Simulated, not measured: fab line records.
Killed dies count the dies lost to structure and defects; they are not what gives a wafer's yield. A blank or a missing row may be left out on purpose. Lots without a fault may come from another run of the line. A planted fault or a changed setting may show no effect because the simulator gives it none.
A struck lot beside a sound one || flow sky130 || 14 out of 708 route steps
Sound: wafers L830.1, L830.3, L830.4. Struck: wafers L843.3, L843.4, L843.5. The cause comes at the end.
Each step with rows lists, per side, the tool, then ch with its chambers, then its first start. Under that, the readings that differ: sound wafers || struck wafers || difference of the means || sigmas: that difference in standard deviations of wafers without a fault.
alike: same words and numbers on both sides, and readings whose means sit less than 2 such deviations apart. not compared: any withheld reading, any reading some wafer has no value for, any bound like >300 that may hide the same value, and any number with overlapping values for which the record gives no deviation.
Wherever a step has rows on one side only, a row that says differs or no value, or a row with sigmas, the two part there. Numbers that don't overlap but have no deviation are shown without sigmas and don't part them. A reading missing from all wafers of one side parts the sides only when that side holds two or more wafers.

SKY_LDD_LDN_TW_MEAS_13:
  sound on filmMetro-02, day 25 06:16; struck on filmMetro-04, day 29 09:44
  alike: LDD_LDN_TW
then, 2 steps without rows for these wafers: SKY_LDD_LDN_CLEAN_14 (cleans in SC1/SC2, time 150 s); SKY_SPACER_CVD_00 (deposits Si3N4 from DCS/NH3, target thk 43.1 nm, time 740 s).
SKY_SPACER_THK_MEAS_01:
  sound on filmMetro-03, day 25 09:05; struck on filmMetro-01, day 29 11:12
  alike: SPACER_CVD_00_THK
SKY_SPACER_ETCHBACK_02: etches Si3N4 in CH3F/O2, stops on SiO2, time 46.7 s, target depth 45 nm.
  sound on rieDiel-01 ch 0,1,3, day 25 09:08; struck on rieDiel-04 ch 1,3, day 29 11:14
  alike: ch3fFlowSccm, drypumpMotorCurrentA, oesProductAu, throttleValvePct
  not compared: rfHoursCounterH
then, 7 steps without rows for these wafers: SKY_POLY_CUT_DEHYDRATE_00 (time 60 s); SKY_POLY_CUT_HMDS_01 (prime time 60 s); SKY_POLY_CUT_COAT_02 (resist thk 60 nm); SKY_POLY_CUT_COAT_03 (resist thk 450 nm); SKY_POLY_CUT_SOFTBAKE_04 (time 90 s); SKY_POLY_CUT_EXPOSE_05 (exposes mask NPCM, target cd 270 nm); SKY_POLY_CUT_PEB_06.
SKY_POLY_CUT_DEVELOP_07: develop time 60 s.
  sound on lithoTrack-04 ch 0, day 26 13:00; struck on lithoTrack-01, day 30 14:00
  no value came back on the struck wafers for chillPlateTempC (C), developTimeS (s), exhaustPa (Pa); on the sound wafers chillPlateTempC (C) reads 23.00 23.07 22.90
{"reading": "model.KrF-thick_of_POLY_CUT_COAT_03.thkNm (nm)", "sound": "435.7 436.5 435.9", "struck": "448.5 448.2 447.9", "difference": "+12.2", "sigmas": ""}
SKY_POLY_CUT_CD_MEAS_08 targets a cd of 270 nm.
  sound on cdSem-02, day 26 14:02; struck on cdSem-01, day 30 14:54
{"reading": "cdNm (nm)", "sound": "268.9 269.3 270.5", "struck": "- - -", "difference": "no value on the struck wafers", "sigmas": ""}

## WHERE THEY PART
Earliest at SKY_POLY_CUT_DEVELOP_07; latest, in this record, at SKY_POLY_CUT_CD_MEAS_08.

WHY: the cause the simulator had injected
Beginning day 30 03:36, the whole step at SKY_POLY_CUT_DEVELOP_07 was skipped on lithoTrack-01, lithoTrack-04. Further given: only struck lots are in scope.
